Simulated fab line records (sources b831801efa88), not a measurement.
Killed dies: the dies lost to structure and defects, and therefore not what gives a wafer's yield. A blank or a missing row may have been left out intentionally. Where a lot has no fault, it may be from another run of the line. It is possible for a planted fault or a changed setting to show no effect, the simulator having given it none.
What tool caused it? || flow sky130 || Sampling: 14 lots, 42 wafers, 2 of 708 route steps

WHAT THE GAUGES READ, wafer by wafer
SKY_VT_ADJUST_NCORE_OVL_MEAS_08. Usual: VT_ADJUST_NCORE_OVL gives -0.1 nm (standard deviation 1.5).
{"lot": "L742", "measured": "day 8 02:41", "on": "overlay-02", "VT_ADJUST_NCORE_OVL (nm)": "-0.5 -0.8 0.2", "flag": ""}
{"lot": "L743", "measured": "day 8 05:56", "on": "overlay-02", "VT_ADJUST_NCORE_OVL (nm)": "-1.8 -0.3 -3.1", "flag": ""}
{"lot": "L744", "measured": "day 8 10:23", "on": "overlay-02", "VT_ADJUST_NCORE_OVL (nm)": "-0.9 -0.5 -1.7", "flag": ""}
{"lot": "L745", "measured": "day 8 13:38", "on": "overlay-01", "VT_ADJUST_NCORE_OVL (nm)": "1.5 0.6 -0.2", "flag": ""}
{"lot": "L746", "measured": "day 8 17:22", "on": "overlay-01", "VT_ADJUST_NCORE_OVL (nm)": "0.2 0.8 2.7", "flag": ""}
{"lot": "L750", "measured": "day 9 09:59", "on": "overlay-02", "VT_ADJUST_NCORE_OVL (nm)": "-0.6 -1.0 2.1", "flag": ""}
{"lot": "L751", "measured": "day 9 18:37", "on": "overlay-02", "VT_ADJUST_NCORE_OVL (nm)": "-1.9 -2.2 -1.9", "flag": ""}
{"lot": "L756", "measured": "day 10 18:38", "on": "overlay-02", "VT_ADJUST_NCORE_OVL (nm)": "-0.7 -1.5 1.1", "flag": ""}
{"lot": "L757", "measured": "day 10 21:10", "on": "overlay-01", "VT_ADJUST_NCORE_OVL (nm)": "-2.9 1.4 -0.5", "flag": ""}
{"lot": "L759", "measured": "day 18 21:40", "on": "overlay-02", "VT_ADJUST_NCORE_OVL (nm)": "1.8 1.0 1.6", "flag": ""}
{"lot": "L758", "measured": "day 18 20:55", "on": "overlay-01", "VT_ADJUST_NCORE_OVL (nm)": "-1.3 0.2 -1.5", "flag": ""}
{"lot": "L760", "measured": "day 18 20:46", "on": "overlay-02", "VT_ADJUST_NCORE_OVL (nm)": "-0.8 1.1 2.0", "flag": ""}
{"lot": "L761", "measured": "day 18 21:58", "on": "overlay-01", "VT_ADJUST_NCORE_OVL (nm)": "-1.8 -1.3 -0.8", "flag": ""}
{"lot": "L762", "measured": "day 18 23:28", "on": "overlay-01", "VT_ADJUST_NCORE_OVL (nm)": "0.7 -0.5 0.6", "flag": ""}

EACH LOT AND THE TOOL THAT RAN IT (in order: tool; ch and the chambers of the sampled wafers; start)
{"lot": "L742", "SKY_FIELD_ISO_ETCH_17": "rie_si-02 ch 2,3, day 2 14:56"}
{"lot": "L743", "SKY_FIELD_ISO_ETCH_17": "rie_si-01 ch 0,1,3, day 2 21:02"}
{"lot": "L744", "SKY_FIELD_ISO_ETCH_17": "rie_si-01 ch 0,1,2, day 3 04:25"}
{"lot": "L745", "SKY_FIELD_ISO_ETCH_17": "rie_si-02 ch 1,3, day 3 08:58"}
{"lot": "L746", "SKY_FIELD_ISO_ETCH_17": "rie_si-01 ch 0,3, day 3 12:40"}
{"lot": "L750", "SKY_FIELD_ISO_ETCH_17": "rie_si-02 ch 0,1, day 4 09:29"}
{"lot": "L751", "SKY_FIELD_ISO_ETCH_17": "rie_si-02 ch 0,2,3, day 4 15:59"}
{"lot": "L756", "SKY_FIELD_ISO_ETCH_17": "rie_si-02 ch 0,1,2, day 5 15:38"}
{"lot": "L757", "SKY_FIELD_ISO_ETCH_17": "rie_si-02 ch 0,3, day 5 19:29"}
{"lot": "L759", "SKY_FIELD_ISO_ETCH_17": "rie_si-01 ch 0,2,3, day 9 14:41"}
{"lot": "L758", "SKY_FIELD_ISO_ETCH_17": "rie_si-02 ch 0,1,2, day 9 14:44"}
{"lot": "L760", "SKY_FIELD_ISO_ETCH_17": "rie_si-01 ch 1,2,3, day 9 15:02"}
{"lot": "L761", "SKY_FIELD_ISO_ETCH_17": "rie_si-01 ch 1,2,3, day 9 15:09"}
{"lot": "L762", "SKY_FIELD_ISO_ETCH_17": "rie_si-02 ch 0,1,2, day 9 15:23"}
- SKY_FIELD_ISO_ETCH_17: etches Si in HBr/Cl2/O2, target depth 342 nm, time 97.7 s.

WHAT THE TOOLS THEMSELVES READ (means of the sampled wafers that have a number; where no wafer has one, the mark that the record gives instead)
SKY_FIELD_ISO_ETCH_17. Usual: drypump_motor_current_A 5.6 A, standard deviation 0.33; oes_product_au 1.000 a.u., standard deviation 0.0094; throttle_valve_pct 25.657 %, standard deviation 0.011.
{"lot": "L742", "tool": "rie_si-02", "drypump_motor_current_A (A)": 5.6, "oes_product_au (a.u.)": 1.005, "throttle_valve_pct (%)": 25.658, "flag": ""}
{"lot": "L743", "tool": "rie_si-01", "drypump_motor_current_A (A)": 5.4, "oes_product_au (a.u.)": 1.001, "throttle_valve_pct (%)": 25.657, "flag": ""}
{"lot": "L744", "tool": "rie_si-01", "drypump_motor_current_A (A)": 5.7, "oes_product_au (a.u.)": 1.000, "throttle_valve_pct (%)": 25.659, "flag": ""}
{"lot": "L745", "tool": "rie_si-02", "drypump_motor_current_A (A)": 5.7, "oes_product_au (a.u.)": 1.000, "throttle_valve_pct (%)": 25.652, "flag": ""}
{"lot": "L746", "tool": "rie_si-01", "drypump_motor_current_A (A)": 5.2, "oes_product_au (a.u.)": 0.990, "throttle_valve_pct (%)": 25.669, "flag": ""}
{"lot": "L750", "tool": "rie_si-02", "drypump_motor_current_A (A)": 5.7, "oes_product_au (a.u.)": 1.001, "throttle_valve_pct (%)": 25.654, "flag": ""}
{"lot": "L751", "tool": "rie_si-02", "drypump_motor_current_A (A)": 5.6, "oes_product_au (a.u.)": 1.005, "throttle_valve_pct (%)": 25.645, "flag": ""}
{"lot": "L756", "tool": "rie_si-02", "drypump_motor_current_A (A)": 5.6, "oes_product_au (a.u.)": 1.004, "throttle_valve_pct (%)": 25.656, "flag": ""}
{"lot": "L757", "tool": "rie_si-02", "drypump_motor_current_A (A)": 5.6, "oes_product_au (a.u.)": 0.996, "throttle_valve_pct (%)": 25.649, "flag": ""}
{"lot": "L759", "tool": "rie_si-01", "drypump_motor_current_A (A)": 5.5, "oes_product_au (a.u.)": 0.999, "throttle_valve_pct (%)": 25.655, "flag": ""}
{"lot": "L758", "tool": "rie_si-02", "drypump_motor_current_A (A)": 5.6, "oes_product_au (a.u.)": 1.009, "throttle_valve_pct (%)": 25.645, "flag": ""}
{"lot": "L760", "tool": "rie_si-01", "drypump_motor_current_A (A)": 5.4, "oes_product_au (a.u.)": 0.992, "throttle_valve_pct (%)": 25.668, "flag": ""}
{"lot": "L761", "tool": "rie_si-01", "drypump_motor_current_A (A)": 5.4, "oes_product_au (a.u.)": 1.004, "throttle_valve_pct (%)": 25.653, "flag": ""}
{"lot": "L762", "tool": "rie_si-02", "drypump_motor_current_A (A)": 5.6, "oes_product_au (a.u.)": 1.001, "throttle_valve_pct (%)": 25.656, "flag": ""}

THE ANSWER, worked out from the rows above alone
Rule: take the mean of a lot's wafers that have a number; if it is more than 3 standard deviations from the usual mean, the lot is off. Also off: a lot with no number at a reading for which 4 or more lots have one. Any other lot the step has rows for is counted as sound. First the gauges in route order, then the tools' own readings, where a lot's mean is used as printed above. The first step at which some lot is off is used, and at that step the reading that is off furthest; a lot without a number counts as furthest.
None of the lots is off at any reading shown; this tells nothing.

WHAT THE SIMULATOR HAD INSERTED
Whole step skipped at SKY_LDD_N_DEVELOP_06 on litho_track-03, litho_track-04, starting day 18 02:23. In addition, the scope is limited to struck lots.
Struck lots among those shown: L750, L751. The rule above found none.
